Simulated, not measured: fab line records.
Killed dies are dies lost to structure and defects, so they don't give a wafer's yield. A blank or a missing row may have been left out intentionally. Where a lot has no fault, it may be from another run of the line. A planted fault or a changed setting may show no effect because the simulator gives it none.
Split-lot study	flow sky130	route with 708 steps; 5 lots, 23 wafers read

THE SPLIT
At SKY_VIA1_SPUTTER_20 (material TiN, target thk 20 nm, time 80 s), the setting powerW was moved away from the recipe's 4000 W on 7 of the 23 wafers read, by -11.9% to -4.8%. This setting was run at the recipe's value on the other wafers.

Reading taken at the split's own step.

THE READING
TiN_of_VIA1_SPUTTER_20.thkNm (the simulator's own value, which no gauge read), in nm, at SKY_VIA1_SPUTTER_20 (material TiN, target thk 20 nm, time 80 s). There is no usual value for it anywhere in the file. Average 19.86 nm, standard deviation 0.44 nm, over the 16 wafers here run with the recipe.

wafer	tool, chamber at the split	powerW as run, W	against the recipe	TiN_of_VIA1_SPUTTER_20.thkNm, nm	against lot-mates on the recipe
L075.1	pvdSputter-02, -	4000	recipe	19.46	-
L075.2	pvdSputter-02, -	4000	recipe	19.37	-
L075.3	pvdSputter-02, -	4000	recipe	19.11	-
L075.4	pvdSputter-02, -	3524	-11.9%	17.17	-2.14
L075.5	pvdSputter-02, -	3524	-11.9%	16.56	-2.75
L078.2	pvdSputter-01, -	3645	-8.9%	18.61	-1.80
L078.3	pvdSputter-01, -	4000	recipe	20.42	-
L078.4	pvdSputter-01, -	3645	-8.9%	18.55	-1.86
L078.5	pvdSputter-01, -	4000	recipe	20.39	-
L078.6	pvdSputter-01, -	3645	-8.9%	18.6	-1.80
L079.2	pvdSputter-01, -	4000	recipe	20.23	-
L079.3	pvdSputter-01, -	4000	recipe	20.06	-
L079.4	pvdSputter-01, -	4000	recipe	20.51	-
L079.5	pvdSputter-01, -	4000	recipe	20.17	-
L079.6	pvdSputter-01, -	4000	recipe	20.29	-
L080.2	pvdSputter-02, -	4000	recipe	19.89	-
L080.3	pvdSputter-02, -	4000	recipe	19.74	-
L080.4	pvdSputter-02, -	4000	recipe	19.35	-
L080.5	pvdSputter-02, -	3807	-4.8%	18.34	-1.32
L080.6	pvdSputter-02, -	3807	-4.8%	18.8	-0.86
L084.1	pvdSputter-02, -	4000	recipe	19.84	-
L084.3	pvdSputter-02, -	4000	recipe	19.41	-
L084.6	pvdSputter-02, -	4000	recipe	19.49	-

THE FIT
A straight line over all 23 wafers: TiN_of_VIA1_SPUTTER_20.thkNm changes by +0.208 nm for each +1% of powerW; r = +0.88; the points scatter about the line by 0.49 nm.
The same after taking each lot's own level away (the mean of its wafers on the recipe; 23 wafers): +0.206 nm for each +1%; r = +0.98; scatter 0.19 nm.
On that fit, the largest move of powerW shifts the reading by 2.5 nm.
The span of the lots' own levels, 19.313 to 20.405 nm, comes to 2.5 times the standard deviation stated above.
The two slopes are in agreement: the lot-to-lot level therefore moves the slope only a little.
Check: -2.57 nm against its lot-mates is what the line predicts for one of the wafers moved furthest among these (-11.9%) when that wafer is left out of the fit. Against them it came out at -2.14 nm.

OTHER SPLITS APPLIED TO THESE WAFERS
These wafers also went through other splits before the reading. Each is held against what the fit with the lots' levels taken away leaves over:
other split on the same wafers	wafers away from the commonest value	r with TiN_of_VIA1_SPUTTER_20.thkNm (lot level and that fit taken away)
SKY_CONTACT_DEVELOP_13 devTempC	10	+0.15
SKY_CONTACT_SPUTTER_23 chamberPressurePa	18	-0.04
SKY_METAL1_DEVELOP_14 devTempC	8	-0.17
SKY_VIA1_CMP_02 leaveAboveRefNm	8	+0.07
SKY_VIA1_COAT_06 resistThkNm	9	-0.41

THE FILE'S OWN FIT
TiN_of_VIA1_SPUTTER_20.thkNm changes by +0.208 nm for each +1% of powerW, r = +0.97.
